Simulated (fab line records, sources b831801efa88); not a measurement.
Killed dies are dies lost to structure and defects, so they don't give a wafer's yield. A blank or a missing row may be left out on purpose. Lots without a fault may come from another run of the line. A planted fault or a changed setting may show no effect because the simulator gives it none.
fab line records | flow sky130
record lots=5 wafers=15 last_day=50
route steps=708 shown DNWELL@37 PWDE@45 NWELL@56 PAD_OPEN@708
lots that met no fault: from a run of the same line without faults
start_h: hours from the record's first day to the start of the lot's first wafer shown | wait_h: hours since the lot's step before | " the same as in the row above | L1.1+2: a row that stands for several wafers | - no value, or no start given | * or withheld: withheld | < > ~ a bound
route shown NAME@n: a module of which the file shows steps, and the number in the route of the first | usual: mean/standard deviation of fault-free wafers | same: alike in all rows | chamber/n: place in a boat | sites: the reading at each site | _std_site: their standard deviation | _edge_site: outer sites' mean less inner sites' | radius_mm: how far each site lies from the wafer's centre | mask NAME#n: copy n | behind: the tool/chamber that last shaped the wafer | hold: why the lot was held/for how many hours/how that ended | device: the transistor (n, p or np) that didn't switch | end of line: the same wafers' tests at the end of the route | a step without rows: its recipe alone | killed: dies lost to structure and defects at the first sort, not the wafer's yield | map: a wafer's dies, x killed, . not, _ none there
set.NAME: the setting as run; set.NAME@STEP: as run at that earlier step | model.NAME: the simulator's own value behind a step, which no gauge read
lots at some steps of the route; a table a step, a row a wafer
services: from which hour (start_h, from the record's first day; less than 0 if before it) a tool's chamber was out of use, for how many hours, and why
## steps
# step SKY_DNWELL_COAT_02
# recipe spin_rpm=2000 resist_thk_nm=3000
# step SKY_DNWELL_SOFTBAKE_03
# recipe temp_c=110 time_s=withheld
# step SKY_DNWELL_EXPOSE_04
# recipe mask_id=DNM na=0.57 target_cd_nm=3000 dose_mj=222
# step SKY_DNWELL_PEB_05
# recipe temp_c=115 time_s=withheld
# step SKY_DNWELL_DEVELOP_06
# recipe wall_angle_deg=90 developer=TMAH develop_time_s=60 dev_temp_c=23
# step SKY_DNWELL_IMPLANT_07
# recipe species=P energy_kev=withheld dose_cm2=withheld tilt_deg=withheld
# step SKY_DNWELL_STRIP_08
# recipe chemistry=O2/N2 power_w=1400 pressure_mtorr=1500 platen_temp_c=withheld o2_flow_sccm=3000 n2_flow_sccm=300 overash_fraction=0.5
# usual drypump_motor_current_A=5.62/0.2 n2_flow_sccm=300.0/0.85 oes_product_au=0.722/0.0044 strip_time_to_endpoint_s=36.97/0.12
# columns lot.wafer tool chamber start_h wait_h drypump_motor_current_A n2_flow_sccm oes_product_au rf_hours_counter_h strip_time_to_endpoint_s
L876.2 plasma_asher-01 0 59.46 0.1 5.59 299.5 0.724 38 37.00
L876.3 " 0 " " 5.59 299.1 0.730 - 37.08
L876.4 " 1 " " 5.47 299.3 0.720 - 36.95
L883.1 plasma_asher-01 0 97.62 0.1 5.59 300.3 0.718 42 37.01
L883.3 " 1 " " 5.46 301.3 0.722 - 36.93
L883.4 " 0 " " 5.57 301.3 0.721 - 37.01
L885.1 plasma_asher-03 0 106.82 0.1 5.24 300.9 0.718 30 37.00
L885.2 " 1 " " 5.77 300.2 0.721 30 36.94
L885.4 " 0 " " 5.25 299.6 0.723 - 36.97
L896.1 plasma_asher-04 1 162.96 0.1 5.89 301.0 0.720 51 37.06
L896.3 " 1 " " 5.90 299.9 0.716 - 37.04
L896.6 " 1 " " 5.92 301.7 0.719 - 37.10
L898.1 plasma_asher-01 1 176.72 0.1 5.47 301.4 0.725 7 36.89
L898.3 " 0 " " 5.56 300.9 0.719 - 36.84
L898.6 " 1 " " 5.46 299.1 0.727 - 36.84
# step SKY_DNWELL_TW_MEAS_09
# usual DNWELL_TW=1115/8
# columns lot.wafer tool chamber start_h wait_h DNWELL_TW
L876.2 film_metro-02 - 59.57 0.1 1117
L876.3 " - " " 1110
L876.4 " - " " 1111
L883.1 film_metro-01 - 97.72 0.1 1120
L883.3 " - " " 1125
L883.4 " - " " 1121
L885.1 film_metro-01 - 106.92 0.1 1129
L885.2 " - " " 1131
L885.4 " - " " 1128
L896.1 film_metro-03 - 163.07 0.1 1116
L896.3 " - " " 1106
L896.6 " - " " 1110
L898.1 film_metro-02 - 176.82 0.1 1104
L898.3 " - " " 1098
L898.6 " - " " 1091
# step SKY_PWDE_DEHYDRATE_00
# recipe temp_c=200 time_s=60
# step SKY_PWDE_HMDS_01
# recipe prime_time_s=60 prime_temp_c=120
# step SKY_PWDE_COAT_02
# recipe spin_rpm=1951 resist_thk_nm=3000
# step SKY_PWDE_SOFTBAKE_03
# recipe temp_c=110 time_s=withheld
# step SKY_PWDE_EXPOSE_04
# recipe mask_id=PWDEM na=0.6 source_shape=conventional sigma_outer=0.6 polarization=unpolarized target_cd_nm=840 dose_mj=214
# columns lot.wafer tool chamber start_h wait_h mask
L876.2+3+4 iline_stepper-02 0 67.64 - PWDEM#0
L883.1+3+4 iline_stepper-01 0 106.32 - PWDEM#0
L885.1+2+4 iline_stepper-02 0 115.93 - NWM#0
L896.1+3+6 iline_stepper-01 0 172.98 - PWDEM#0
L898.1+3+6 iline_stepper-01 0 187.57 - PWDEM#0
# step SKY_PWDE_PEB_05
# recipe temp_c=115 time_s=withheld
# step SKY_PWDE_DEVELOP_06
# recipe wall_angle_deg=90 developer=TMAH develop_time_s=60 dev_temp_c=23
# step SKY_PWDE_OVL_MEAS_07
# usual PWDE_OVL=-0.2/1.2
# columns lot.wafer tool chamber start_h wait_h PWDE_OVL[nm]
L876.2 overlay-02 - 75.59 - -0.3
L876.3 " - " " -0.9
L876.4 " - " " -0.8
L883.1 overlay-01 - 115.18 - 1.2
L883.3 " - " " -1.8
L883.4 " - " " -1.4
L885.1 overlay-01 - 124.68 - -
L885.2 " - " " -
L885.4 " - " " -
L896.1 overlay-01 - 183.08 - -1.9
L896.3 " - " " 1.6
L896.6 " - " " -1.4
L898.1 overlay-01 - 197.78 - 0.8
L898.3 " - " " 0.3
L898.6 " - " " -0.8
# step SKY_PWDE_IMPLANT_08
# recipe species=B energy_kev=150 dose_cm2=3.6e+12 tilt_deg=withheld
# step SKY_PWDE_STRIP_09
# recipe chemistry=O2/N2 power_w=1400 pressure_mtorr=1500 platen_temp_c=withheld o2_flow_sccm=3000 n2_flow_sccm=300 overash_fraction=0.5
# usual drypump_motor_current_A=5.51/0.22 n2_flow_sccm=299.9/0.92 oes_product_au=0.723/0.004 strip_time_to_endpoint_s=37.35/0.14
# columns lot.wafer tool chamber start_h wait_h drypump_motor_current_A n2_flow_sccm oes_product_au rf_hours_counter_h strip_time_to_endpoint_s
L876.2 plasma_asher-01 0 75.77 0.1 5.57 299.7 0.725 40 37.46
L876.3 " 0 " " 5.57 300.3 0.724 - 37.39
L876.4 " 1 " " 5.45 300.4 0.717 - 37.46
L883.1 plasma_asher-03 1 115.37 0.1 5.78 299.6 0.732 31 37.36
L883.3 " 0 " " 5.29 298.6 0.716 - 37.22
L883.4 " 1 " " 5.76 298.9 0.724 - 37.32
L885.1 plasma_asher-01 0 124.87 0.1 5.60 300.2 0.722 1 37.13
L885.2 " 1 " " 5.45 299.6 0.729 1 37.20
L885.4 " 0 " " 5.57 299.2 0.727 - 37.17
L896.1 plasma_asher-03 0 183.27 0.1 5.28 298.9 0.717 35 37.36
L896.3 " 0 " " 5.28 298.4 0.721 - 37.37
L896.6 " 1 " " 5.78 299.8 0.725 - 37.37
L898.1 plasma_asher-01 1 197.97 0.1 5.46 299.3 0.722 10 37.35
L898.3 " 1 " " 5.48 299.8 0.715 - 37.39
L898.6 " 0 " " 5.56 299.5 0.732 - 37.50
# step SKY_PWDE_TW_MEAS_10
# usual PWDE_TW=373.6/2.9
# columns lot.wafer tool chamber start_h wait_h PWDE_TW
L876.2 film_metro-03 - 75.88 0.1 372.9
L876.3 " - " " 372.4
L876.4 " - " " 370.9
L883.1 film_metro-02 - 115.47 0.1 373.1
L883.3 " - " " 374.6
L883.4 " - " " 375.7
L885.1 film_metro-03 - 124.97 0.1 30.2
L885.2 " - " " 30.2
L885.4 " - " " 30.1
L896.1 film_metro-01 - 183.37 0.1 375.1
L896.3 " - " " 375.9
L896.6 " - " " 377.8
L898.1 film_metro-02 - 198.07 0.1 370.6
L898.3 " - " " 367.8
L898.6 " - " " 369.5
# step SKY_NWELL_DEHYDRATE_03
# recipe temp_c=200 time_s=60
# step SKY_PAD_OPEN_PROBE_99
# usual killed_at_M0_to_M3=42/7.5 killed_at_M4_up=3.2/1.7 killed_at_contacts=24/5.1 killed_at_front_end=15/4.1 killed_at_other=0.3/0.58 killed_dies=85/8.9 killed_on_rim=17/3.9 killed_open=46/6.4 killed_short=39/6
# same gross_dies=492 killed_at_back_side=0
# columns lot.wafer tool chamber start_h wait_h killed_at_M0_to_M3 killed_at_M4_up killed_at_contacts killed_at_front_end killed_at_other killed_dies killed_on_rim killed_open killed_short
L885.1 prober-02 - 1142.44 0.1 38 3 23 428 0 492 96 52 36
L885.2 prober-02 - 1142.49 0.1 46 8 25 413 0 492 96 52 43
L885.4 prober-02 - 1142.59 0.2 43 4 19 426 0 492 96 53 33
# killed by level:class
L885.1 PWDE:area_expose=404 VIA2:geometric_particle:open=11 CONTACT:geometric_particle:open=9 VIA1:geometric_particle:open=7 LI_CONTACT:geometric_particle:open=6 POLY_GATE:geometric_particle:short=5 FIELD_ISO:geometric_particle:open=4 POLY_GATE:geometric_particle:open=4
L885.2 PWDE:area_expose=397 VIA1:geometric_particle:open=18 CONTACT:geometric_particle:open=12 VIA2:geometric_particle:open=6 METAL4:geometric_particle:short=6 METAL2:geometric_particle:short=6 LI_CONTACT:geometric_particle:open=5 CONTACT:geometric_particle:short=5
L885.4 PWDE:area_expose=406 VIA1:geometric_particle:open=12 CONTACT:geometric_particle:open=8 VIA2:geometric_particle:open=8 FIELD_ISO:geometric_particle:open=6 LI_CONTACT:geometric_particle:open=5 METAL3:geometric_particle:short=5 FIELD_ISO:geometric_particle:short=4
# map L885.1 (x killed, . not)
__________xxxxxxxxxx_________
________xxxxxxxxxxxxxx_______
______xxxxxxxxxxxxxxxxxx_____
_____xxxxxxxxxxxxxxxxxxxx____
____xxxxxxxxxxxxxxxxxxxxxx___
___xxxxxxxxxxxxxxxxxxxxxxxx__
__xxxxxxxxxxxxxxxxxxxxxxxxxx_
_xxxxxxxxxxxxxxxxxxxxxxxxxxxx
_xxxxxxxxxxxxxxxxxxxxxxxxxxxx
_xxxxxxxxxxxxxxxxxxxxxxxxxxxx
_xxxxxxxxxxxxxxxxxxxxxxxxxxxx
_xxxxxxxxxxxxxxxxxxxxxxxxxxxx
_xxxxxxxxxxxxxxxxxxxxxxxxxxxx
_xxxxxxxxxxxxxxxxxxxxxxxxxxxx
_xxxxxxxxxxxxxxxxxxxxxxxxxxxx
__xxxxxxxxxxxxxxxxxxxxxxxxxx_
___xxxxxxxxxxxxxxxxxxxxxxxx__
____xxxxxxxxxxxxxxxxxxxxxx___
_____xxxxxxxxxxxxxxxxxxxx____
______xxxxxxxxxxxxxxxxxx_____
________xxxxxxxxxxxxxx_______
__________xxxxxxxxxx_________
# map L876.2 (x killed, . not)
__________........xx_________
________x....x........_______
______...xxx.x....x....._____
_____x........xx...x.....____
____.....................x___
___.x..x......x..x.......xx__
__x...x......x.............._
_...x.......xx........x......
_..x..x..xx....x.......xxxx..
_............xx.....x.x......
_x.xx..........x.............
_.............x..............
_x........x......x....x.xx...
_....x....................x..
_x..x...x.xx..xx......x.....x
__..x...x.x.xx.x......x...x._
___.......x....x...........__
____.x........x.........x.___
_____...x......x.....x...____
______...x.......x......_____
________.x.....xx.x..._______
__________x...x..x.._________
## services
# columns tool chamber start_h hours kind
plasma_asher-04 - 73.52 14.6 pm
plasma_asher-01 - 108.79 9.0 pm
plasma_asher-01 0 108.79 9.0 vent_cycle
plasma_asher-01 1 108.79 9.0 vent_cycle
iline_stepper-01 - 108.94 11.3 repair
plasma_asher-01 0 117.79 - clean
plasma_asher-01 1 117.79 - clean
plasma_asher-03 - 130.44 32.8 pm
iline_stepper-02 - 146.17 1.7 pm
iline_stepper-01 - 149.84 1.7 pm
iline_stepper-02 - 155.34 1.0 repair
iline_stepper-01 0 173.05 - calibration
plasma_asher-01 - 191.64 2.0 repair
plasma_asher-03 - 195.75 4.3 repair
## key
first_sign step=SKY_PWDE_EXPOSE_04 reading=mask direction=changed
effect step=SKY_PWDE_OVL_MEAS_07 reading=PWDE_OVL direction=missing
effect step=SKY_PWDE_TW_MEAS_10 reading=PWDE_TW direction=down sigmas=99+ usual=373.6 struck=30.2
effect step=SKY_PAD_OPEN_PROBE_99 reading=killed_at_front_end direction=up sigmas=99 usual=15 struck=422
more_kills_born_at SKY_PWDE_EXPOSE_04@iline_stepper-02=1207
met_at SKY_PWDE_EXPOSE_04
struck_wafers L885.1,L885.2,L885.4
tester_left_out L885
onset_between 67.64 115.93
fault kind=wrong_mask tool=any chamber=- onset_h=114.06 steps=SKY_PWDE_EXPOSE_04 aux_copy=NWM#0 scope=struck_lots_only
# tester_left_out: of these lots the tester's yield and bins aren't shown, on N5 and GAA mostly nor the transistor test; their killed dies are dies lost to structure and defects alone, not to doping, threshold or leakage, so they don't give the yield
